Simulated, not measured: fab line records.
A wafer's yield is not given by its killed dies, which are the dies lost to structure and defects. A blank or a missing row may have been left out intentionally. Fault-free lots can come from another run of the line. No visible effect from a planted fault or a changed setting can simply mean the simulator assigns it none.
Which tool did it? + flow sky130 + 14 lots with 42 wafers sampled at 5 steps, on a route of 708 steps

WHAT EACH GAUGE READ, for each wafer
SKY_LDD_HVP_TW_MEAS_10.
| lot  | measured     | on            | LDD_HVP_TW        |
|------|--------------|---------------|-------------------|
| L809 | day 22 08:16 | film metro-03 | 457.2 459.2 459.2 |
| L810 | day 22 11:44 | film metro-01 | 458.2 457.8 458.7 |
| L811 | day 23 12:49 | film metro-03 | 451.8 454.6 457.0 |
| L812 | day 24 16:29 | film metro-03 | 461.4 461.2 459.2 |
| L814 | day 25 00:19 | film metro-04 | 458.6 457.3 458.5 |
| L813 | day 25 01:44 | film metro-04 | 457.0 456.2 459.1 |
| L815 | day 25 16:20 | film metro-03 | 456.2 459.6 456.7 |
| L817 | day 25 19:02 | film metro-04 | 457.5 458.5 460.6 |
| L819 | day 26 01:20 | film metro-04 | 459.5 457.1 462.3 |
| L821 | day 26 15:17 | film metro-03 | 457.9 457.3 457.5 |
| L823 | day 27 10:07 | film metro-01 | 462.3 461.8 459.8 |
| L825 | day 28 01:49 | film metro-01 | 458.9 462.8 460.2 |
| L826 | day 28 09:29 | film metro-01 | 458.6 458.3 462.7 |
| L827 | day 28 10:52 | film metro-03 | 456.0 457.8 457.7 |

SKY_LDD_LDN_TW_MEAS_13.
| lot  | measured     | on            | LDD_LDN_TW     |
|------|--------------|---------------|----------------|
| L809 | day 23 14:49 | film metro-01 | 1501 1491 1490 |
| L810 | day 23 18:19 | film metro-02 | 1478 1480 1481 |
| L811 | day 24 19:37 | film metro-04 | 1494 1489 1499 |
| L812 | day 25 22:04 | film metro-04 | 1484 1484 1488 |
| L814 | day 26 06:25 | film metro-04 | 1492 1478 1488 |
| L813 | day 26 07:19 | film metro-01 | 1496 1485 1487 |
| L815 | day 26 21:32 | film metro-01 | 1492 1494 1488 |
| L817 | day 27 02:20 | film metro-04 | 1501 1498 1502 |
| L819 | day 27 06:38 | film metro-04 | 1508 1516 1514 |
| L821 | day 27 20:52 | film metro-02 | 1404 1396 1396 |
| L823 | day 28 16:25 | film metro-04 | 1428 1433 1429 |
| L825 | day 29 07:13 | film metro-01 | 1498 1506 1502 |
| L826 | day 29 13:43 | film metro-04 | 1492 1497 1490 |
| L827 | day 29 15:52 | film metro-01 | 1499 1497 1496 |

WHICH TOOL RAN EACH LOT (tool, then ch and the chambers of the sampled wafers, then the start)
| lot  | SKY_POLY_GATE_STRIP_18               | SKY_LDD_HVN_STRIP_09                 | SKY_LDD_LDN_IMPLANT_11          |
|------|--------------------------------------|--------------------------------------|---------------------------------|
| L809 | plasma asher-04 ch 0,1, day 16 20:26 | plasma asher-03 ch 0,1, day 21 00:52 | implanter-04 ch 0, day 23 14:34 |
| L810 | plasma asher-02 ch 0,1, day 17 04:53 | plasma asher-03 ch 0,1, day 21 04:55 | implanter-02 ch 0, day 23 18:05 |
| L811 | plasma asher-04 ch 0,1, day 18 07:47 | plasma asher-02 ch 0,1, day 22 06:28 | implanter-01 ch 0, day 24 19:22 |
| L812 | plasma asher-04 ch 0,1, day 19 10:53 | plasma asher-02 ch 0,1, day 23 10:10 | implanter-01 ch 0, day 25 21:50 |
| L814 | plasma asher-01 ch 0,1, day 19 19:44 | plasma asher-03 ch 0,1, day 23 18:52 | implanter-04 ch 0, day 26 06:10 |
| L813 | plasma asher-02 ch 1, day 19 20:31   | plasma asher-01 ch 1, day 23 19:31   | implanter-02 ch 0, day 26 07:05 |
| L815 | plasma asher-01 ch 0,1, day 20 11:55 | plasma asher-01 ch 0,1, day 24 10:15 | implanter-01 ch 0, day 26 21:19 |
| L817 | plasma asher-04 ch 0,1, day 20 14:11 | plasma asher-03 ch 0,1, day 24 13:01 | implanter-02 ch 0, day 27 02:05 |
| L819 | plasma asher-04 ch 0,1, day 20 23:15 | plasma asher-03 ch 0,1, day 24 19:56 | implanter-02 ch 0, day 27 06:25 |
| L821 | plasma asher-04 ch 0, day 21 10:07   | plasma asher-01 ch 0,1, day 25 10:34 | implanter-02 ch 0, day 27 20:38 |
| L823 | plasma asher-04 ch 0,1, day 22 10:01 | plasma asher-02 ch 0,1, day 26 04:58 | implanter-02 ch 0, day 28 16:10 |
| L825 | plasma asher-02 ch 0,1, day 22 23:50 | plasma asher-01 ch 0,1, day 26 19:46 | implanter-04 ch 0, day 29 06:58 |
| L826 | plasma asher-01 ch 0, day 23 09:28   | plasma asher-02 ch 0,1, day 27 04:13 | implanter-01 ch 0, day 29 13:29 |
| L827 | plasma asher-04 ch 0,1, day 23 11:50 | plasma asher-01 ch 0,1, day 27 06:19 | implanter-04 ch 0, day 29 15:37 |
- SKY_POLY_GATE_STRIP_18: strips in O2/N2.
- SKY_LDD_HVN_STRIP_09: strips in O2/N2.
- SKY_LDD_LDN_IMPLANT_11

WHAT THE TOOLS THEMSELVES READ (means of the sampled wafers that have a number; where no wafer has one, the mark that the record gives instead)
SKY_POLY_GATE_STRIP_18.
| lot  | tool            | drypump motor current A (A) | o2 flow sccm (sccm) | oes product au (a.u.) | strip time to endpoint s (s) |
|------|-----------------|-----------------------------|---------------------|-----------------------|------------------------------|
| L809 | plasma asher-04 | 5.6                         | 2993                | 0.364                 | 3.138                        |
| L810 | plasma asher-02 | 5.8                         | 3007                | 0.352                 | 3.160                        |
| L811 | plasma asher-04 | 5.6                         | 2999                | 0.361                 | 3.162                        |
| L812 | plasma asher-04 | 5.4                         | 3012                | 0.360                 | 3.133                        |
| L814 | plasma asher-01 | 6.0                         | 2997                | 0.355                 | 3.132                        |
| L813 | plasma asher-02 | 5.7                         | 2999                | 0.360                 | 3.128                        |
| L815 | plasma asher-01 | 6.0                         | 3006                | 0.356                 | 3.123                        |
| L817 | plasma asher-04 | 5.5                         | 3007                | 0.360                 | 3.155                        |
| L819 | plasma asher-04 | 5.6                         | 2997                | 0.359                 | 3.136                        |
| L821 | plasma asher-04 | 5.7                         | 3000                | 0.358                 | 3.173                        |
| L823 | plasma asher-04 | 5.4                         | 2997                | 0.365                 | 3.121                        |
| L825 | plasma asher-02 | 5.8                         | 2991                | 0.360                 | 3.183                        |
| L826 | plasma asher-01 | 6.3                         | 2998                | 0.357                 | 3.150                        |
| L827 | plasma asher-04 | 5.6                         | 2997                | 0.364                 | 3.176                        |

SKY_LDD_HVN_STRIP_09.
| lot  | tool            | drypump motor current A (A) | o2 flow sccm (sccm) | oes product au (a.u.) | strip time to endpoint s (s) |
|------|-----------------|-----------------------------|---------------------|-----------------------|------------------------------|
| L809 | plasma asher-03 | 5.70                        | 3000                | 0.412                 | 4.121                        |
| L810 | plasma asher-03 | 5.74                        | 2997                | 0.406                 | 4.125                        |
| L811 | plasma asher-02 | 5.78                        | 2994                | 0.406                 | 4.134                        |
| L812 | plasma asher-02 | 5.84                        | 2997                | 0.412                 | 4.139                        |
| L814 | plasma asher-03 | 5.56                        | 2993                | 0.405                 | 4.139                        |
| L813 | plasma asher-01 | 5.79                        | 3000                | 0.407                 | 4.132                        |
| L815 | plasma asher-01 | 6.15                        | 3010                | 0.406                 | 4.118                        |
| L817 | plasma asher-03 | 5.53                        | 3004                | 0.406                 | 4.124                        |
| L819 | plasma asher-03 | 5.56                        | 3007                | 0.406                 | 4.150                        |
| L821 | plasma asher-01 | 5.98                        | 3002                | 0.406                 | 4.124                        |
| L823 | plasma asher-02 | 5.84                        | 3000                | 0.410                 | 4.127                        |
| L825 | plasma asher-01 | 6.16                        | 2991                | 0.407                 | 4.113                        |
| L826 | plasma asher-02 | 5.84                        | 3002                | 0.405                 | 4.149                        |
| L827 | plasma asher-01 | 5.97                        | 3002                | 0.413                 | 4.136                        |

SKY_LDD_LDN_IMPLANT_11.
| lot  | tool         | dose ions cm2 | faraday current uA |
|------|--------------|---------------|--------------------|
| L809 | implanter-04 | 1.2507e+13    | 70.9               |
| L810 | implanter-02 | 1.2518e+13    | 69.4               |
| L811 | implanter-01 | 1.2488e+13    | 70.0               |
| L812 | implanter-01 | 1.2482e+13    | 70.8               |
| L814 | implanter-04 | 1.2490e+13    | 70.9               |
| L813 | implanter-02 | 1.2496e+13    | 70.0               |
| L815 | implanter-01 | 1.2512e+13    | 70.4               |
| L817 | implanter-02 | 1.2505e+13    | 70.8               |
| L819 | implanter-02 | 1.2514e+13    | 72.0               |
| L821 | implanter-02 | 5.5707e+12    | 30.6               |
| L823 | implanter-02 | 5.5363e+12    | 31.3               |
| L825 | implanter-04 | 1.2503e+13    | 71.0               |
| L826 | implanter-01 | 1.2495e+13    | 70.8               |
| L827 | implanter-04 | 1.2509e+13    | 68.5               |

THE ANSWER, worked out from the rows above alone
Rule: the usual values come from the lots themselves. Put in order of their means at a reading, lots are off if they are a third of the lots or fewer, leave a main group of 4 or more, and stand apart from it by a gap of 3 or more times the standard deviation of the main group's means; of several such gaps the widest counts. The tables above print the reading to a certain number of digits; a main group whose means all agree to those digits is not used. A lot without any number at a reading at which 4 lots or more have one is off too. The other lots that the step has rows for count as sound. After the gauges, taken in route order, come the tools' own readings; for these a lot's mean is taken, as printed above. The first step at which some lot is off is used, and at that step the reading that is off furthest; a lot without a number counts as furthest.
Off: L821, L823, at SKY_LDD_LDN_TW_MEAS_13 (LDD_LDN_TW). Main group: mean 1494, sd 8.4.
A tool fits if, at a process step before that reading, it ran every lot that is off, and no sound lot after the first of them. Not tried: the gauges at SKY_LDD_LDN_TW_MEAS_13; whatever is off there is also off at SKY_LDD_LDN_IMPLANT_11, on other tools, and gauge error can't account for it. One fits: SKY_LDD_LDN_IMPLANT_11 on implanter-02. Its last sound lot is L819 (day 27 06:25), its first lot that is off L821 (day 27 20:38): a fault that began between those two fits.
The tool's own readings at SKY_LDD_LDN_IMPLANT_11 bear it out: on the lots that are off they differ by more than 5 times the standard deviation of the sound lots' means. dose ions cm2 reads 5.5535e+12 there against 1.2502e+13 on the sound lots; faraday current uA reads 31.0 there against 70.5 on the sound lots.

WHAT THE SIMULATOR HAD INSERTED
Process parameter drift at SKY_LDD_LDN_IMPLANT_11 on implanter-02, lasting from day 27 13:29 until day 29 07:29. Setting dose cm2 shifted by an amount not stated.
Struck lots among those shown: L821, L823. Same finding as the rule above.
